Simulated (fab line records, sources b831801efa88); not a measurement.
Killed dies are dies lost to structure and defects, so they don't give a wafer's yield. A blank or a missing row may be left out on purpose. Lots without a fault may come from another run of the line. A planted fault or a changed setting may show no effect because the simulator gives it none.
fab line records | flow sky130
record lots=14 wafers=42 last_day=51
route steps=708 shown LDD_N@253 LDD_HVN@276 LDD_HVP@280 LDD_LDN@301
lots that met no fault: from a run of the same line without faults
start_h: hours from the record's first day to the start of the lot's first wafer shown | wait_h: hours since the lot's step before | " the same as in the row above | L1.1+2: a row that stands for several wafers | - no value, or no start given | * or withheld: withheld | < > ~ a bound
route shown NAME@n: a module of which the file shows steps, and the number in the route of the first | usual: mean/standard deviation of fault-free wafers | same: alike in all rows | chamber/n: place in a boat | sites: the reading at each site | _std_site: their standard deviation | _edge_site: outer sites' mean less inner sites' | radius_mm: how far each site lies from the wafer's centre | mask NAME#n: copy n | behind: the tool/chamber that last shaped the wafer | hold: why the lot was held/for how many hours/how that ended | device: the transistor (n, p or np) that didn't switch | end of line: the same wafers' tests at the end of the route | a step without rows: its recipe alone | killed: dies lost to structure and defects at the first sort, not the wafer's yield | map: a wafer's dies, x killed, . not, _ none there
set.NAME: the setting as run; set.NAME@STEP: as run at that earlier step | model.NAME: the simulator's own value behind a step, which no gauge read
steps of the route over a sample of lots; a table a step, a row a wafer
services: from which hour (start_h, from the record's first day; less than 0 if before it) a tool's chamber was out of use, for how many hours, and why
## steps
# step SKY_LDD_N_STRIP_16
# recipe chemistry=O2/N2 power_w=1400 pressure_mtorr=1500 platen_temp_c=withheld o2_flow_sccm=3000 n2_flow_sccm=300 overash_fraction=0.5
# usual drypump_motor_current_A=5.5/0.31 oes_product_au=0.406/0.0045 strip_time_to_endpoint_s=4.315/0.014
# columns lot.wafer tool chamber start_h wait_h drypump_motor_current_A oes_product_au rf_hours_counter_h strip_time_to_endpoint_s
L823.2 plasma_asher-01 0 415.95 0.1 5.2 0.405 74 4.315
L823.4 " 1 " " 5.7 0.406 - 4.294
L823.5 " 1 " " 5.7 0.403 - 4.315
L824.1 plasma_asher-02 0 429.16 0.1 5.6 0.408 62 4.324
L824.3 " 0 " " 5.6 0.405 - 4.305
L824.4 " 1 " " 6.1 0.405 - 4.300
L825.1 plasma_asher-01 0 432.20 0.1 5.2 0.414 0 4.312
L825.4 " 0 " " 5.2 0.401 - 4.303
L825.6 " 0 " " 5.2 0.403 - 4.313
L831.1 plasma_asher-03 1 492.98 0.1 5.3 0.411 36 4.323
L831.2 " 0 " " 5.3 0.402 36 4.304
L831.3 " 0 " " 5.3 0.407 - 4.313
L832.2 plasma_asher-02 1 499.08 0.1 6.1 0.403 69 4.328
L832.3 " 1 " " 6.1 0.408 - 4.314
L832.4 " 0 " " 5.6 0.397 - 4.299
L833.2 plasma_asher-01 0 505.15 0.1 5.2 0.407 7 4.285
L833.3 " 0 " " 5.2 0.406 - 4.292
L833.6 " 1 " " 5.7 0.412 - 4.311
L836.1 plasma_asher-01 0 530.18 0.1 5.2 0.409 10 4.313
L836.2 " 1 " " 5.8 0.409 10 4.324
L836.5 " 0 " " 5.2 0.410 - 4.319
L838.2 plasma_asher-03 1 548.80 0.1 5.2 0.411 42 4.323
L838.3 " 0 " " 5.3 0.409 - 4.314
L838.6 " 0 " " 5.4 0.400 - 4.336
L839.2 plasma_asher-01 0 563.93 0.1 5.2 0.399 13 4.294
L839.4 " 0 " " 5.2 0.412 - 4.301
L839.5 " 0 " " 5.2 0.405 - 4.287
L841.3 plasma_asher-01 1 569.84 0.1 5.7 0.406 - 4.317
L841.4 " 0 " " 5.2 0.405 - 4.318
L841.5 " 0 " " 5.1 0.409 - 4.315
L842.1 plasma_asher-02 0 574.30 0.1 5.7 0.399 77 4.301
L842.3 " 1 " " 6.1 0.410 - 4.321
L842.6 " 1 " " 6.1 0.402 - 4.305
L843.1 plasma_asher-01 1 589.40 0.1 5.8 0.406 16 4.308
L843.2 " 0 " " 5.1 0.404 16 4.311
L843.3 " 1 " " 5.7 0.411 - 4.313
L845.3 plasma_asher-01 1 603.42 0.1 5.8 0.411 - 4.319
L845.5 " 1 " " 5.8 0.399 - 4.338
L845.6 " 0 " " 5.2 0.411 - 4.332
L846.2 plasma_asher-02 0 606.10 0.1 5.6 0.403 81 4.304
L846.3 " 1 " " 6.1 0.410 - 4.325
L846.6 " 1 " " 6.1 0.413 - 4.327
# step SKY_LDD_HVN_STRIP_09
# recipe chemistry=O2/N2 power_w=1400 pressure_mtorr=1500 platen_temp_c=withheld o2_flow_sccm=3000 n2_flow_sccm=300 overash_fraction=0.5
# usual drypump_motor_current_A=5.8/0.35 oes_product_au=0.409/0.0042 strip_time_to_endpoint_s=4.134/0.014
# columns lot.wafer tool chamber start_h wait_h drypump_motor_current_A oes_product_au rf_hours_counter_h strip_time_to_endpoint_s
L823.2 plasma_asher-02 0 478.10 0.1 5.6 0.409 67 4.133
L823.4 " 0 " " 5.6 0.404 - 4.139
L823.5 " 1 " " 6.1 0.404 - 4.122
L824.1 plasma_asher-01 1 492.25 0.1 5.8 0.409 6 4.141
L824.3 " 1 " " 5.8 0.402 - 4.149
L824.4 " 0 " " 5.2 0.402 - 4.137
L825.1 plasma_asher-02 0 494.95 0.1 5.6 0.412 69 4.137
L825.4 " 0 " " 5.6 0.410 - 4.142
L825.6 " 0 " " 5.6 0.420 - 4.150
L831.1 plasma_asher-02 0 555.30 0.1 5.6 0.416 75 4.157
L831.2 " 1 " " 6.1 0.412 75 4.154
L831.3 " 0 " " 5.7 0.406 - 4.150
L832.2 plasma_asher-01 1 560.99 0.1 5.8 0.411 13 4.117
L832.3 " 0 " " 5.1 0.407 - 4.148
L832.4 " 1 " " 5.7 0.409 - 4.130
L833.2 plasma_asher-04 1 566.45 0.1 6.2 0.411 85 4.095
L833.3 " 0 " " 5.6 0.406 - 4.117
L833.6 " 1 " " 6.3 0.404 - 4.104
L836.1 plasma_asher-04 1 591.80 0.1 6.2 0.406 87 4.143
L836.2 " 0 " " 5.6 0.402 87 4.155
L836.5 " 0 " " 5.6 0.407 - 4.119
L838.2 plasma_asher-01 1 609.44 0.1 5.7 0.407 19 4.145
L838.3 " 0 " " 5.2 0.414 - 4.127
L838.6 " 1 " " 5.8 0.407 - 4.144
L839.2 plasma_asher-04 0 624.65 0.1 5.6 0.407 91 4.127
L839.4 " 0 " " 5.6 0.408 - 4.110
L839.5 " 0 " " 5.6 0.408 - 4.124
L841.3 plasma_asher-01 0 631.57 0.1 5.1 0.404 - 4.123
L841.4 " 1 " " 5.8 0.409 - 4.108
L841.5 " 1 " " 5.8 0.410 - 4.122
L842.1 plasma_asher-04 0 635.05 0.1 5.6 0.401 92 4.122
L842.3 " 0 " " 5.6 0.414 - 4.151
L842.6 " 0 " " 5.6 0.416 - 4.139
L843.1 plasma_asher-04 1 649.55 0.1 6.3 0.414 93 4.137
L843.2 " 0 " " 5.6 0.413 93 4.151
L843.3 " 0 " " 5.6 0.409 - 4.149
L845.3 plasma_asher-04 0 664.08 0.1 5.6 0.410 - 4.129
L845.5 " 1 " " 6.2 0.417 - 4.150
L845.6 " 0 " " 5.6 0.409 - 4.152
L846.2 plasma_asher-02 1 666.04 0.1 6.1 0.406 87 4.137
L846.3 " 0 " " 5.6 0.411 - 4.133
L846.6 " 1 " " 6.1 0.411 - 4.158
# step SKY_LDD_HVP_COAT_02
# recipe resist=NOVOLAK spin_rpm=3000 resist_thk_nm=300
# usual chill_plate_temp_C=23.01/0.12 dispense_pressure_kPa=45.9/2.2
# columns lot.wafer tool chamber start_h wait_h chill_plate_temp_C dispense_pressure_kPa
L823.2 litho_track-01 0 494.07 0.1 22.77 45.2
L823.4 " 0 " " 23.03 45.2
L823.5 " 0 " " 22.75 45.2
L824.1 litho_track-04 0 506.85 0.1 22.94 49.2
L824.3 " 0 " " 22.94 49.3
L824.4 " 0 " " 23.00 49.3
L825.1 litho_track-02 0 510.02 0.1 23.17 43.9
L825.4 " 0 " " 23.04 43.9
L825.6 " 0 " " 23.05 43.9
L831.1 litho_track-04 - 569.90 0.1 - -
L831.2 " - " " - -
L831.3 " - " " - -
L832.2 litho_track-02 - 575.79 0.1 - -
L832.3 " - " " - -
L832.4 " - " " - -
L833.2 litho_track-02 0 581.59 0.1 23.03 43.9
L833.3 " 0 " " 22.96 43.9
L833.6 " 0 " " 23.00 43.9
L836.1 litho_track-02 0 606.32 0.1 22.98 44.0
L836.2 " 0 " " 23.20 44.0
L836.5 " 0 " " 22.99 44.0
L838.2 litho_track-04 0 625.12 0.1 23.14 49.2
L838.3 " 0 " " 23.03 49.2
L838.6 " 0 " " 22.88 49.2
L839.2 litho_track-02 0 639.09 0.1 22.89 44.0
L839.4 " 0 " " 23.02 44.0
L839.5 " 0 " " 23.09 43.9
L841.3 litho_track-04 0 646.20 0.1 22.84 49.2
L841.4 " 0 " " 22.77 49.2
L841.5 " 0 " " 22.93 49.2
L842.1 litho_track-01 0 650.20 0.1 23.09 45.3
L842.3 " 0 " " 23.16 45.2
L842.6 " 0 " " 22.92 45.3
L843.1 litho_track-02 0 664.17 0.1 23.02 43.9
L843.2 " 0 " " 23.11 44.0
L843.3 " 0 " " 23.06 43.9
L845.3 litho_track-02 0 677.87 0.1 23.04 43.9
L845.5 " 0 " " 22.96 44.0
L845.6 " 0 " " 22.90 44.0
L846.2 litho_track-01 0 680.97 0.1 23.18 45.3
L846.3 " 0 " " 22.87 45.3
L846.6 " 0 " " 23.07 45.2
# step SKY_LDD_HVP_OVL_MEAS_07
# usual LDD_HVP_OVL=0.0/1.4
# columns lot.wafer tool chamber start_h wait_h LDD_HVP_OVL[nm]
L823.2 overlay-02 - 509.07 0.1 -0.5
L823.4 " - " " -0.6
L823.5 " - " " -0.2
L824.1 overlay-01 - 523.17 0.1 1.0
L824.3 " - " " 1.2
L824.4 " - " " 1.1
L825.1 overlay-01 - 526.20 0.1 1.3
L825.4 " - " " 1.5
L825.6 " - " " 2.7
L831.1 overlay-02 - 585.17 0.1 -
L831.2 " - " " -
L831.3 " - " " -
L832.2 overlay-01 - 591.26 0.1 -
L832.3 " - " " -
L832.4 " - " " -
L833.2 overlay-02 - 596.55 0.1 0.7
L833.3 " - " " -0.8
L833.6 " - " " 1.4
L836.1 overlay-01 - 621.95 0.1 -0.2
L836.2 " - " " 1.6
L836.5 " - " " 0.6
L838.2 overlay-02 - 639.67 0.1 1.3
L838.3 " - " " 0.3
L838.6 " - " " -0.2
L839.2 overlay-01 - 653.80 0.1 0.3
L839.4 " - " " -0.9
L839.5 " - " " -1.9
L841.3 overlay-02 - 660.98 0.1 0.7
L841.4 " - " " 1.5
L841.5 " - " " -1.3
L842.1 overlay-02 - 664.77 0.1 -2.5
L842.3 " - " " -1.3
L842.6 " - " " -1.1
L843.1 overlay-02 - 678.60 0.1 -0.3
L843.2 " - " " 0.0
L843.3 " - " " -0.1
L845.3 overlay-02 - 692.21 0.1 -2.7
L845.5 " - " " -2.4
L845.6 " - " " -3.0
L846.2 overlay-02 - 694.86 0.1 0.3
L846.3 " - " " 0.6
L846.6 " - " " 0.7
# step SKY_LDD_LDN_STRIP_12
# recipe chemistry=O2/N2 power_w=1400 pressure_mtorr=1500 platen_temp_c=withheld o2_flow_sccm=3000 n2_flow_sccm=300 overash_fraction=0.5
# usual drypump_motor_current_A=5.6/0.33 oes_product_au=0.715/0.0048 strip_time_to_endpoint_s=14.20/0.039
# columns lot.wafer tool chamber start_h wait_h drypump_motor_current_A oes_product_au rf_hours_counter_h strip_time_to_endpoint_s
L823.2 plasma_asher-02 1 540.60 0.1 6.1 0.711 73 14.18
L823.4 " 0 " " 5.6 0.723 - 14.19
L823.5 " 0 " " 5.6 0.709 - 14.19
L824.1 plasma_asher-02 0 554.55 0.1 5.7 0.720 75 14.14
L824.3 " 1 " " 6.1 0.711 - 14.15
L824.4 " 0 " " 5.6 0.722 - 14.16
L825.1 plasma_asher-02 0 556.80 0.1 5.7 0.721 75 14.22
L825.4 " 1 " " 6.1 0.714 - 14.17
L825.6 " 0 " " 5.6 0.718 - 14.21
L831.1 plasma_asher-02 0 616.25 0.1 5.6 0.715 82 14.20
L831.2 " 1 " " 6.1 0.720 82 14.25
L831.3 " 1 " " 6.1 0.711 - 14.24
L832.2 plasma_asher-01 1 624.39 0.1 5.8 0.723 20 14.26
L832.3 " 1 " " 5.7 0.720 - 14.28
L832.4 " 0 " " 5.1 0.710 - 14.25
L833.2 plasma_asher-01 0 627.80 0.1 5.2 0.710 20 14.25
L833.3 " 0 " " 5.2 0.723 - 14.21
L833.6 " 1 " " 5.7 0.716 - 14.27
L836.1 plasma_asher-03 1 652.50 0.1 5.2 0.721 50 14.13
L836.2 " 0 " " 5.3 0.716 50 14.14
L836.5 " 1 " " 5.2 0.718 - 14.17
L838.2 plasma_asher-03 0 670.25 0.1 5.3 0.708 52 14.22
L838.3 " 0 " " 5.3 0.708 - 14.19
L838.6 " 0 " " 5.3 0.719 - 14.24
L839.2 plasma_asher-02 1 683.50 0.1 6.1 0.722 89 14.23
L839.4 " 1 " " 6.1 0.715 - 14.23
L839.5 " 1 " " 6.1 0.713 - 14.22
L841.3 plasma_asher-01 0 689.58 0.1 5.2 0.720 - 14.15
L841.4 " 1 " " 5.8 0.720 - 14.18
L841.5 " 0 " " 5.1 0.711 - 14.16
L842.1 plasma_asher-02 0 694.10 0.1 5.6 0.715 90 14.25
L842.3 " 1 " " 6.1 0.713 - 14.22
L842.6 " 1 " " 6.1 0.709 - 14.21
L843.1 plasma_asher-02 1 707.55 0.1 6.1 0.720 91 14.27
L843.2 " 0 " " 5.6 0.707 91 14.29
L843.3 " 0 " " 5.6 0.709 - 14.21
L845.3 plasma_asher-01 0 721.44 0.1 5.2 0.715 - 14.25
L845.5 " 0 " " 5.2 0.710 - 14.25
L845.6 " 1 " " 5.8 0.714 - 14.23
L846.2 plasma_asher-03 1 723.95 0.1 5.2 0.724 57 14.16
L846.3 " 0 " " 5.3 0.720 - 14.19
L846.6 " 0 " " 5.3 0.708 - 14.20
## services
# columns tool chamber start_h hours kind
plasma_asher-01 - 421.25 9.0 pm
plasma_asher-01 0 421.25 9.0 vent_cycle
plasma_asher-01 1 421.25 9.0 vent_cycle
plasma_asher-01 0 430.25 - clean
plasma_asher-01 1 430.25 - clean
plasma_asher-01 - 460.18 0.7 repair
plasma_asher-03 - 568.59 2.1 repair
plasma_asher-03 - 577.21 2.8 pm
plasma_asher-03 - 597.64 15.6 pm
plasma_asher-04 - 598.32 3.7 repair
plasma_asher-01 - 696.50 1.5 repair
## key
first_sign step=SKY_LDD_HVP_COAT_02 reading=tool_record direction=missing
effect step=SKY_LDD_HVP_OVL_MEAS_07 reading=LDD_HVP_OVL direction=missing
met_at SKY_LDD_HVP_COAT_02
struck_lots L831,L832
sort_left_out L831.1,L831.2,L831.3,L832.2,L832.3,L832.4
tester_left_out L831,L832
not_acting_at SKY_LDD_N_STRIP_16,SKY_LDD_HVN_STRIP_09,SKY_LDD_LDN_STRIP_12
onset_between 510.02 569.90
fault kind=skipped_step_whole tool=litho_track-02,litho_track-04 chamber=- onset_h=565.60 steps=SKY_LDD_HVP_COAT_02 scope=struck_lots_only
# tester_left_out: of these lots the tester's yield and bins aren't shown, on N5 and GAA mostly nor the transistor test; their killed dies are dies lost to structure and defects alone, not to doping, threshold or leakage, so they don't give the yield
# sort_left_out: the simulated sort isn't trusted on such a fault, so these wafers' sort isn't shown, and their yield isn't known
